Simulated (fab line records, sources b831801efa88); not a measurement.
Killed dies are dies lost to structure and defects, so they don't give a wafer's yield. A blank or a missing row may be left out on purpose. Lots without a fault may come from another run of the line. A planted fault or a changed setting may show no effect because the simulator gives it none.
Split-lot experiment | flow sfq_line | 5 lots, 23 wafers read, on a route of 325 steps

THE SPLIT
At SFQ_TRILAYER_I2_VIA_BARC_OPEN_VIA_ETCH_096 (etches BARC in O2, target depth 125 nm, time 41.7 s), the setting time_s was moved away from the recipe's 41.7 s on 8 of the 23 wafers read, by -11.6% to +6.4%. The other wafers ran this setting at the recipe's value.

The reading is taken at the split's own step.

THE READING
oes_product_au, in a.u., at SFQ_TRILAYER_I2_VIA_BARC_OPEN_VIA_ETCH_096 (etches BARC in O2, target depth 125 nm, time 41.7 s). Fault-free wafers of this fab line usually give 0.686 a.u., standard deviation 0.0044 a.u..

wafer  | tool, chamber at the split | time_s as run, s | against the recipe | oes_product_au, a.u. | against lot-mates on the recipe
L080.2 | rie_diel-03, 3             | 44.36            | +6.4%              | 0.682                | -0.008
L080.3 | rie_diel-03, 0             | 41.7             | recipe             | 0.693                | -
L080.4 | rie_diel-03, 2             | 41.7             | recipe             | 0.687                | -
L080.5 | rie_diel-03, 2             | 44.36            | +6.4%              | 0.685                | -0.005
L080.6 | rie_diel-03, 1             | 44.36            | +6.4%              | 0.681                | -0.009
L081.1 | rie_diel-03, 2             | 41.7             | recipe             | 0.684                | -
L081.2 | rie_diel-03, 1             | 41.7             | recipe             | 0.692                | -
L081.3 | rie_diel-03, 3             | 41.7             | recipe             | 0.682                | -
L082.1 | rie_diel-04, 0             | 41.7             | recipe             | 0.683                | -
L082.2 | rie_diel-04, 2             | 41.7             | recipe             | 0.684                | -
L082.3 | rie_diel-04, 3             | 36.87            | -11.6%             | 0.724                | +0.037
L082.4 | rie_diel-04, 3             | 36.87            | -11.6%             | 0.728                | +0.041
L082.5 | rie_diel-04, 0             | 41.7             | recipe             | 0.693                | -
L084.1 | rie_diel-04, 1             | 38.26            | -8.2%              | 0.712                | +0.024
L084.2 | rie_diel-04, 2             | 41.7             | recipe             | 0.686                | -
L084.4 | rie_diel-04, 3             | 38.26            | -8.2%              | 0.708                | +0.020
L084.5 | rie_diel-04, 0             | 38.26            | -8.2%              | 0.710                | +0.022
L084.6 | rie_diel-04, 3             | 41.7             | recipe             | 0.690                | -
L085.1 | rie_diel-02, 2             | 41.7             | recipe             | 0.683                | -
L085.2 | rie_diel-02, 0             | 41.7             | recipe             | 0.690                | -
L085.3 | rie_diel-02, 1             | 41.7             | recipe             | 0.678                | -
L085.5 | rie_diel-02, 1             | 41.7             | recipe             | 0.689                | -
L085.6 | rie_diel-02, 2             | 41.7             | recipe             | 0.684                | -

THE FIT
A straight line over all 23 wafers: oes_product_au changes by -0.0025 a.u. for each +1% of time_s; r = -0.90; the points scatter about the line by 0.0062 a.u..
The same after taking each lot's own level away (the mean of its wafers on the recipe; 23 wafers): -0.00258 a.u. for each +1%; r = -0.93; scatter 0.0053 a.u..
On that fit, the largest move of time_s shifts the reading by 0.03 a.u..
The lots' own levels span 0.6848 to 0.6900 a.u., that is 1.2 times the standard deviation above.
So the lot-to-lot level changes the slope little: the two slopes agree.
Check: with one of the wafers moved furthest among these (-11.6%) left out of the fit, the line predicts +0.0304 a.u. for it against its lot-mates. It came out at +0.0373 a.u. against them.
Tool readings at the split's step, against how far the setting was moved: oes_product_au r = -0.90.

OTHER SPLITS ON THESE WAFERS
These wafers also went through other splits before the reading. Each is held against what the fit with the lots' levels taken away leaves over:
other split on the same wafers                      | wafers away from the commonest value | r with oes_product_au (lot level and that fit taken away)
SFQ_TRILAYER_I1_VIA_LITHO_COAT_049 spin_rpm         | 8                                    | +0.52
SFQ_TRILAYER_I1_VIA_BARC_OPEN_VIA_ETCH_071 source_w | 8                                    | +0.16
SFQ_TRILAYER_M2_LITHO_COAT_062 spin_rpm             | 8                                    | -0.02
SFQ_TRILAYER_I2_CMP_CMP_064 leave_above_ref_nm      | 5                                    | +0.16

THE WHOLE CHAIN: every reading that the file lists as answering this split, in the file's order
step                                       | what it does                                          | reading                                                                                       | change (the file's fit)                   | r (the file's)
SFQ_TRILAYER_I2_VIA_BARC_OPEN_VIA_ETCH_096 | etches BARC in O2, target depth 125 nm, time 41.7 s   | oes_product_au                                                                                | -0.00283 a.u. for each +1% of the setting | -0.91
SFQ_TRILAYER_I2_VIA_BARC_OPEN_VIA_ETCH_096 | etches BARC in O2, target depth 125 nm, time 41.7 s   | KrF_of_TRILAYER_I2_VIA_LITHO_COAT_067.thk_nm (the simulator's own value, which no gauge read) | -0.67 nm for each +1% of the setting      | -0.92
SFQ_TRILAYER_I2_VIA_ETCH_VIA_ETCH_070      | etches SiO2 in CHF3, stops on Nb, target depth 260 nm | KrF_of_TRILAYER_I2_VIA_LITHO_COAT_067.thk_nm (the simulator's own value, which no gauge read) | -0.724 nm for each +1% of the setting     | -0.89

THE FILE'S OWN FIT
oes_product_au changes by -0.00283 a.u. for each +1% of time_s, r = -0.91.
